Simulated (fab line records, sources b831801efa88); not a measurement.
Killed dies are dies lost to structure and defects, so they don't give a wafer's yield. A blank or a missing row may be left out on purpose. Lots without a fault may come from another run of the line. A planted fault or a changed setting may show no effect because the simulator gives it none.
Problem report in the 8D (eight disciplines) form, filled by code | flow sfq_line | the parts of the form that need people (team, actions taken, sign-off) are left out

1. THE PROBLEM
run_length_s at SFQ_TRILAYER_I0_DEP_PECVD_027 reads a mean of 134.5 s on 2 wafers of 2 lots; wafers without a fault read 139.0 s with a standard deviation of 0.52. That is -8.7 standard deviations from the usual mean.
The step: deposits SiO2 from SiH4/N2O, time 111.11 s, target thk 500 nm.
First seen on wafer L794.6, day 12 15:40, on pecvd-01. The record holds 41 wafers of 14 lots with a number at this step. Rule for "out", or "out of limits": more than 4 standard deviations from the usual mean. The other wafers with a number count as sound.

2. WHAT IT IS AND WHAT IT IS NOT
question                    | is                | is not
which readings at this step | run_length_s      | heater_power_w, throttle_valve_pct
which lots                  | L794, L798        | L775, L777, L778, L779, L782, L783, L784, L785, L786, L787, L788, L793
which wafers of those lots  | L794.6, L798.2    | L794.1, L798.3, L798.4
read on which tools         | pecvd-01          | pecvd-02, pecvd-04
when                        | from day 12 15:40 | up to then (37 sound wafers); but 2 sound wafers of L798 came after

3. SUSPECTS, AND WHAT RULES EACH OUT
Counting: a tool at a process step up to the reading stays a suspect if it ran every lot that is out. Sound lots after the first of them don't rule it out here, since some wafers of a struck lot are sound.
- pecvd-01 at SFQ_TRILAYER_I0_DEP_PECVD_027 (deposits SiO2 from SiH4/N2O, time 111.11 s, target thk 500 nm): kept. It ran every lot that is out, first L794 (day 12 15:40); its last sound lot up to then is L793 (day 12 10:27). Its own readings are out on those wafers: run_length_s.
Left after counting: pecvd-01 at SFQ_TRILAYER_I0_DEP_PECVD_027.

4. THE CAUSE (what the simulator had put in)
Process parameter drift: pecvd-01, from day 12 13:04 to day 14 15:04, at SFQ_TRILAYER_I0_DEP_PECVD_027. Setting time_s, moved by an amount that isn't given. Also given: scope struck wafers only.
Counting left only this tool.

5. THE CHAIN OF EFFECTS, in route order
Each row: a reading whose mean over the struck wafers that have a number lies more than 3 standard deviations from the usual. Only readings for which the record gives a usual standard deviation are gone through. hours: the time from each lot's start at the first step in this table that gives one to its start at this step, as a median over the lots. sigmas: the change in usual standard deviations.
hours | step                          | reading      | usual   | on struck wafers | change | sigmas
0     | SFQ_TRILAYER_I0_DEP_PECVD_027 | run_length_s | 139.0 s | 134.5            | -4.5   | -8.7
The process steps in it:
- SFQ_TRILAYER_I0_DEP_PECVD_027: deposits SiO2 from SiH4/N2O, time 111.11 s, target thk 500 nm.

6. WHAT WOULD HAVE CAUGHT IT SOONER
In this record the first reading out of limits was taken at day 12 15:40, 3 hours after the fault began at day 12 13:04.
